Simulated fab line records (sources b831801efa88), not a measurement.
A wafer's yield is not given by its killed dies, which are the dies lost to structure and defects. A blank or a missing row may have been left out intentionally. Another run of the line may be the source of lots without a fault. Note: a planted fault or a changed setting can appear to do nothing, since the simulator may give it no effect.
Comparing a struck lot with a sound one ; flow sky130 ; 18 out of 708 route steps
Sound: wafers L397.2, L397.3, L397.6. Wafers L400.1, L400.3, L400.5 were the ones struck. At the end, the cause is stated.
Each step with rows lists, per side, the tool, then ch with its chambers, then its first start. Under that, the readings that differ: sound wafers ; struck wafers ; difference of the means ; sigmas: that difference in standard deviations of wafers without a fault.
alike: words and numbers the same on both sides, and readings whose means are apart by under 2 such deviations; not compared: readings that were withheld, readings missing a value for some wafer, numbers with overlapping values and no deviation given by the record, and bounds like >300 which may hide the same value.
The two part at a step that has a row with sigmas, a row that says differs or no value, or rows on one side only. When numbers do not overlap yet have no deviation, they are printed without sigmas and do not part them. Lack of a reading on every wafer of one side parts them only where that side has two or more wafers.

first, 3 steps without rows for these wafers: SKY_SONOS_ONO_WET_ETCH_18 (etches Si3N4 in H3PO4, target depth 15 nm, time 172 s); SKY_GATE_OXIDE_CLEAN_00 (cleans in SC1/SC2, time 150 s); SKY_GATE_OXIDE_OXIDATION_01 (stabilise 600 s, purge 300 s, target thk 10.268 nm).
SKY_GATE_OXIDE_THK_MEAS_02:
  struck on film-metro-01, day 16 07:38; sound on film-metro-04, day 15 16:01
  alike: GATE_OXIDE_OXIDATION_00_THK
then, 7 steps without rows for these wafers: SKY_GATE_OXIDE_DEHYDRATE_03 (time 60 s); SKY_GATE_OXIDE_HMDS_04 (prime time 60 s); SKY_GATE_OXIDE_COAT_05 (resist thk 1140 nm); SKY_GATE_OXIDE_SOFTBAKE_06 (time 60 s); SKY_GATE_OXIDE_EXPOSE_07 (exposes mask LVOM, target cd 600 nm); SKY_GATE_OXIDE_PEB_08; SKY_GATE_OXIDE_DEVELOP_09 (develop time 60 s).
SKY_GATE_OXIDE_OVL_MEAS_10:
  struck on overlay-02, day 17 13:22; sound on overlay-02, day 16 19:37
  alike: GATE_OXIDE_OVL
SKY_GATE_OXIDE_IMPLANT_11:
  sound on implanter-04 ch 0, day 16 19:40; struck on implanter-04 ch 0, day 17 13:25
reading;sound;struck;difference;sigmas
dose-ions-cm2;2.6025e+12 2.6001e+12 2.6012e+12;2.0622e+12 2.0558e+12 2.0664e+12;-5.3980e+11;-99 or more
faraday-current-uA;14.56 14.23 14.91;11.47 12.00 11.56;-2.89;-11
then, 1 step without rows for these wafers: SKY_GATE_OXIDE_WET_ETCH_12 (etches SiO2 in dHF, target depth 16.8 nm, time 319.8 s).
SKY_GATE_OXIDE_STRIP_13: strips in O2/N2.
  sound on plasma-asher-04 ch 0,1, day 16 19:54; struck on plasma-asher-03 ch 0,1, day 17 13:40
  alike: chamber-pressure-mTorr, drypump-motor-current-A, oes-product-au, strip-time-to-endpoint-s
  not compared: rf-hours-counter-h
SKY_GATE_OXIDE_TW_MEAS_14:
  struck on film-metro-04, day 17 13:46; sound on film-metro-03, day 16 20:01
reading;sound;struck;difference;sigmas
GATE_OXIDE_TW;225.3 225.2 225.1;209.7 209.2 207.9;-16.3;-7
then, 1 step without rows for these wafers: SKY_GATE_OXIDE_CLEAN_15 (cleans in SC1/SC2, time 150 s).
-- here the record skips 31 days between the struck wafers' starts before and after, leaving off in module GATE_OXIDE and picking up in module PAD_OPEN (first step shown: number 708 of the route) --
SKY_PAD_OPEN_PROBE_99:
  struck on prober-01, day 48 10:52; sound on prober-02, day 48 04:28
reading;sound;struck;difference;sigmas
model.etest.tip-p.rs-ohm-sq;6788 6846 6776;7063 7117 7065;+278;
model.etest.pfet_01v8.r-on-ohm-um;2953 2898 2929;3154 3115 3076;+188;
model.etest.nfet_01v8_lvt.drive-ua-um;578.2 576.5 569.3;591.4 603.6 603;+24.7;
model.etest.nfet_01v8.drive-ua-um;509.2 505.1 495.5;516.8 532.7 523.3;+21.0;
model.etest.nfet_01v8_swapped.drive-ua-um;507.8 501.7 499.1;511.4 533.2 523;+19.7;
model.etest.sram-nfet-pass.drive-ua-um;476.4 492.6 455.7;519.9 543.4 519;+52.5;
model.etest.pfet_01v8_lvt.drive-ua-um;175.5 174.8 172.4;146.9 148.2 149.4;-26.1;
  alike: killed_at_M0_to_M3, killed_at_M4_up, killed-at-contacts, killed-at-front-end, killed-at-other, killed-dies, killed-open, killed-short
  not compared: model.etest.nfet_01v8_turned.drive-ua-um

WHERE THEY PART
Earliest at SKY_GATE_OXIDE_IMPLANT_11; latest, in this record, at SKY_GATE_OXIDE_TW_MEAS_14. Later steps at which nothing parts them and some readings are alike: SKY_PAD_OPEN_PROBE_99.

WHY: whatever the simulator had introduced
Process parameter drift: implanter-04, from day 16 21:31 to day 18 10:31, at SKY_GATE_OXIDE_IMPLANT_11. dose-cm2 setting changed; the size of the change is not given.
